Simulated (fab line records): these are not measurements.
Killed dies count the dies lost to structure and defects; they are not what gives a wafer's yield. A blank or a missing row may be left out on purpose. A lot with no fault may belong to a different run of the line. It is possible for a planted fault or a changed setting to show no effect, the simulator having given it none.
Code-filled problem report in 8D (eight disciplines) form ; flow sky130 ; the parts of the form that need people (team, actions taken, sign-off) are left out

== 1. WHAT WENT WRONG ==
Wafers free of any fault read 4020 (standard deviation 53) for SD_N_TW at SKY_SD_N_TW_MEAS_12, against a mean of 4372 on 6 wafers of 2 lots. That puts it +6.6 standard deviations away from the usual mean.
Seen first at day 32 17:00 on film metro-03, wafer L829.2. The record holds 30 wafers of 10 lots with a number at this step. Rule for "out" (also "out of limits"): further than 4 standard deviations from the usual mean. All remaining wafers that have a number are taken as sound.

== 2. WHAT IT IS, WHAT IT ISN'T ==
question;is;is not
which readings at this step;SD_N_TW;-
which lots;L829, L831;L814, L815, L817, L818, L828, L835, L836, L837
which wafers of those lots;all that have a number;-
read on which gauges;film metro-03;film metro-01, film metro-02
when;from day 32 17:00;"up to then (15 sound wafers); but 9 sound wafers of L835, L836, L837 came after"

== 3. WHAT RULES OUT EACH SUSPECT ==
Counting: a tool stays on the suspect list if, at a process step up to the reading, it processed all lots that are out and no sound lot following the first of them.
- the gauge at SKY_SD_N_TW_MEAS_12 is ruled out. All the wafers that are out were read on film metro-03, but those of them that SKY_SD_N_IMPLANT_09 has rows for are out there too, on other tools.
- plasma asher-02 at SKY_SD_P_STRIP_10 (strips in O2/N2): ruled out as a lasting fault. Sound lots L837 ran on it after its first lot that is out, L829 (day 30 14:20).
- implanter-02 at SKY_SD_N_IMPLANT_09: kept. Every lot that is out went through it, starting with L829 (day 32 16:37), and after that it ran no sound lot; the last sound lot it ran before then is L818 (day 29 11:54). Its own readings are out on those wafers: beam energy keV.
- plasma asher-04 at SKY_SD_N_STRIP_11 (strips in O2/N2): ruled out as a lasting fault. Sound lots L837 ran on it after its first lot that is out, L829 (day 32 16:53).
After counting, what remains is implanter-02 at SKY_SD_N_IMPLANT_09.

== 4. THE CAUSE (what the simulator had put in) ==
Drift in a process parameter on implanter-02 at SKY_SD_N_IMPLANT_09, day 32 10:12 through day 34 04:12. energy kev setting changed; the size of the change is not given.
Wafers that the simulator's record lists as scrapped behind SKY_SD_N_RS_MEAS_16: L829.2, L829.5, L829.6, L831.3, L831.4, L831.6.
After counting, this tool was the only one left.

== 5. THE EFFECT CHAIN, in route order ==
Each row: a reading whose mean over the struck wafers that have a number lies more than 3 standard deviations from the usual. Only readings whose record carries a usual standard deviation are examined. hours: median over the lots of the time between each lot's start at the first step of this table that gives one and its start at this step. sigmas: the change, counted in usual standard deviations.
hours;step;reading;usual;on struck wafers;change;sigmas
0;SKY_SD_N_IMPLANT_09;beam energy keV;50.002;67.910;+17.908;+99 or more
0;SKY_SD_N_STRIP_11;oes product au;0.528 a.u.;0.491;-0.037;-7.3
0;SKY_SD_N_STRIP_11;strip time to endpoint s;22.55 s;25.24;+2.69;+77
0;SKY_SD_N_TW_MEAS_12;SD_N_TW;4020;4372;+352;+6.6
2;SKY_SD_N_RS_MEAS_16;SD_N_RS;68.58 ohm/sq;58.25;-10.33;-79
Process steps it contains:
- SKY_SD_N_IMPLANT_09
- SKY_SD_N_STRIP_11: strips in O2/N2.

== 6. WHAT WOULD HAVE CAUGHT IT SOONER ==
The first out-of-limits reading at a measuring or inspecting step in this record came at day 32 17:00, 7 hours after the fault's start at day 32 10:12.
The tool's own readings at SKY_SD_N_IMPLANT_09 were out on every struck wafer that the step has a row for (beam energy keV): an alarm limit on them would have fired on the first of those.
Lots out: 2; of these, L831 started SKY_SD_N_IMPLANT_09 on implanter-02 after day 32 17:00. Holding the tool at that time would have saved it.
